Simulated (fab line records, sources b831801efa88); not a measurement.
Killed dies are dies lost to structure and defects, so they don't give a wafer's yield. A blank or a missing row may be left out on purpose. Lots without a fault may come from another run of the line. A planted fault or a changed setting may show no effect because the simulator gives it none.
Which tool did it? | flow gf180mcu | 15 lots, 45 wafers sampled, at 5 steps of a route of 602

WHAT THE GAUGES READ, wafer by wafer
GF_POLY_GATE_OVL_MEAS_11. Usual: POLY_GATE_OVL 3 nm, standard deviation 4.8.
lot  | measured     | on         | POLY_GATE_OVL (nm) | flag
L577 | day 8 17:02  | overlay-01 | 7 7 5              |
L578 | day 9 07:30  | overlay-01 | 11 2 8             |
L579 | day 9 07:51  | overlay-01 | 12 8 7             |
L580 | day 9 16:12  | overlay-02 | -7 7 2             |
L581 | day 9 23:40  | overlay-01 | 6 8 5              |
L586 | day 12 10:43 | overlay-02 | 11 14 9            |
L585 | day 12 11:16 | overlay-02 | 2 -5 -1            |
L587 | day 12 12:29 | overlay-01 | -1 6 3             |
L590 | day 13 16:31 | overlay-01 | -7 -10 -6          |
L593 | day 14 14:13 | overlay-02 | 0 -2 2             |
L594 | day 15 00:41 | overlay-02 | 3 14 -1            |
L596 | day 15 11:46 | overlay-02 | 0 -1 -1            |
L595 | day 15 12:08 | overlay-02 | 8 12 7             |
L599 | day 16 11:18 | overlay-01 | -2 0 8             |
L598 | day 16 11:37 | overlay-01 | -1 -1 2            |

GF_HV_LDD_TW_MEAS_11. Usual: HV_LDD_TW 2408, standard deviation 28.
lot  | measured     | on            | HV_LDD_TW      | flag
L577 | day 9 13:32  | film_metro-03 | 2457 2447 2455 |
L578 | day 10 03:19 | film_metro-02 | 2374 2381 2391 |
L579 | day 10 04:39 | film_metro-02 | 2379 2376 2380 |
L580 | day 10 12:37 | film_metro-04 | 2441 2415 2431 |
L581 | day 10 20:24 | film_metro-02 | 2380 2386 2365 |
L586 | day 13 08:09 | film_metro-02 | 2381 2375 2377 |
L585 | day 13 10:25 | film_metro-02 | 2399 2378 2397 |
L587 | day 13 12:00 | film_metro-02 | 2381 2396 2388 |
L590 | day 14 18:58 | film_metro-03 | 2448 2433 2432 |
L593 | day 15 15:48 | film_metro-02 | 2386 2374 2378 |
L594 | day 16 00:04 | film_metro-03 | 2440 2446 2443 |
L596 | day 16 15:53 | film_metro-02 | 2403 2383 2379 |
L595 | day 16 16:33 | film_metro-03 | 2445 2437 2434 |
L599 | day 17 13:42 | film_metro-04 | 2446 2441 2422 |
L598 | day 17 14:00 | film_metro-02 | 2395 2396 2387 |

GF_HV_LDD_TW_MEAS_23. Usual: HV_LDD_2_TW 1056, standard deviation 13.
lot  | measured     | on            | HV_LDD_2_TW    | flag
L577 | day 10 07:41 | film_metro-03 | 1062 1070 1069 |
L578 | day 10 22:43 | film_metro-02 | 1048 1042 1039 |
L579 | day 10 23:40 | film_metro-02 | 1039 1042 1044 |
L580 | day 11 07:13 | film_metro-02 | 1044 1043 1048 |
L581 | day 11 14:46 | film_metro-02 | 1042 1044 1042 |
L586 | day 14 04:22 | film_metro-02 | 1040 1044 1043 |
L585 | day 14 06:25 | film_metro-02 | 1042 1048 1043 |
L587 | day 14 08:11 | film_metro-02 | 1044 1044 1045 |
L590 | day 15 17:07 | film_metro-03 | 1076 1083 1071 |
L593 | day 16 12:45 | film_metro-02 | 1040 1041 1044 |
L594 | day 16 22:26 | film_metro-04 | 1058 1062 1062 |
L596 | day 17 15:31 | film_metro-04 | 1073 1070 1071 |
L595 | day 17 16:18 | film_metro-02 | 1043 1042 1047 |
L599 | day 18 13:39 | film_metro-04 | 1067 1062 1065 |
L598 | day 18 14:27 | film_metro-04 | 1061 1060 1071 |

GF_NSD_CD_MEAS_07: target cd 400 nm. Usual: cd_nm 400.1 nm, standard deviation 2.6.
lot  | measured     | on        | cd_nm (nm)        | flag
L577 | day 12 20:01 | cd_sem-01 | 396.9 396.6 399.1 |
L578 | day 13 12:44 | cd_sem-02 | 396.3 397.8 398.0 |
L579 | day 13 14:28 | cd_sem-01 | 404.0 402.4 401.4 |
L580 | day 13 20:52 | cd_sem-02 | 399.8 399.5 400.0 |
L581 | day 14 05:37 | cd_sem-01 | 404.7 404.2 405.3 |
L586 | day 17 00:14 | cd_sem-01 | 397.5 399.0 399.7 |
L585 | day 17 03:22 | cd_sem-01 | 400.7 429.1 400.3 | OFF
L587 | day 17 05:22 | cd_sem-02 | 398.5 429.3 427.6 | OFF
L590 | day 18 17:16 | cd_sem-01 | 396.0 423.8 424.1 | OFF
L593 | day 19 14:54 | cd_sem-02 | 403.4 402.8 400.5 |
L594 | day 20 02:40 | cd_sem-01 | 402.1 399.8 402.5 |
L596 | day 20 20:05 | cd_sem-01 | 400.4 401.5 404.1 |
L595 | day 20 21:24 | cd_sem-02 | 398.3 400.8 399.6 |
L599 | day 21 18:15 | cd_sem-01 | 401.4 399.1 401.1 |
L598 | day 21 19:30 | cd_sem-01 | 402.3 400.8 400.1 |

WHICH TOOL RAN EACH LOT (tool, then ch and the chambers of the sampled wafers, then the start)
lot  | GF_NSD_DEVELOP_06
L577 | litho_track-01 ch 0, day 12 19:52
L578 | litho_track-01 ch 0, day 13 12:36
L579 | litho_track-02 ch 0, day 13 14:20
L580 | litho_track-04 ch 0, day 13 20:43
L581 | litho_track-02 ch 0, day 14 05:29
L586 | litho_track-01 ch 0, day 17 00:06
L585 | litho_track-01 ch 0, day 17 03:13
L587 | litho_track-01 ch 0, day 17 05:13
L590 | litho_track-01 ch 0, day 18 17:07
L593 | litho_track-04 ch 0, day 19 14:46
L594 | litho_track-02 ch 0, day 20 02:24
L596 | litho_track-04 ch 0, day 20 19:56
L595 | litho_track-04 ch 0, day 20 21:16
L599 | litho_track-04 ch 0, day 21 18:07
L598 | litho_track-04 ch 0, day 21 19:22
- GF_NSD_DEVELOP_06: develop time 60 s.

WHAT THE TOOLS THEMSELVES READ (means of the sampled wafers that have a number; where no wafer has one, the mark that the record gives instead)
The record holds no such reading with a usual standard deviation.

THE ANSWER, worked out from the rows above alone
Rule: a lot is off if the mean of its wafers that have a number lies more than 3 standard deviations from the usual mean. A lot without any number at a reading at which 4 lots or more have one is off too. The other lots that the step has rows for count as sound. The gauges are gone through in route order, then the tools' own readings, and for those a lot's mean is taken as printed above. The first step at which some lot is off is used, and at that step the reading that is off furthest; a lot without a number counts as furthest.
Off: L585, L587, L590, at GF_NSD_CD_MEAS_07 (cd_nm).
A tool fits if, at a process step before that reading, it ran every lot that is off, and no sound lot after the first of them. The gauges at GF_NSD_CD_MEAS_07 are tried like those tools. One fits: litho_track-01 at GF_NSD_DEVELOP_06. Its last sound lot is L586 (day 17 00:06), its first lot that is off L585 (day 17 03:13): a fault that began between those two fits.

WHAT THE SIMULATOR HAD PUT IN
Process parameter drift: litho_track-01, from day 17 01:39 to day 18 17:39, at GF_NSD_DEVELOP_06. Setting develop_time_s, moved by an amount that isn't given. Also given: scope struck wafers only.
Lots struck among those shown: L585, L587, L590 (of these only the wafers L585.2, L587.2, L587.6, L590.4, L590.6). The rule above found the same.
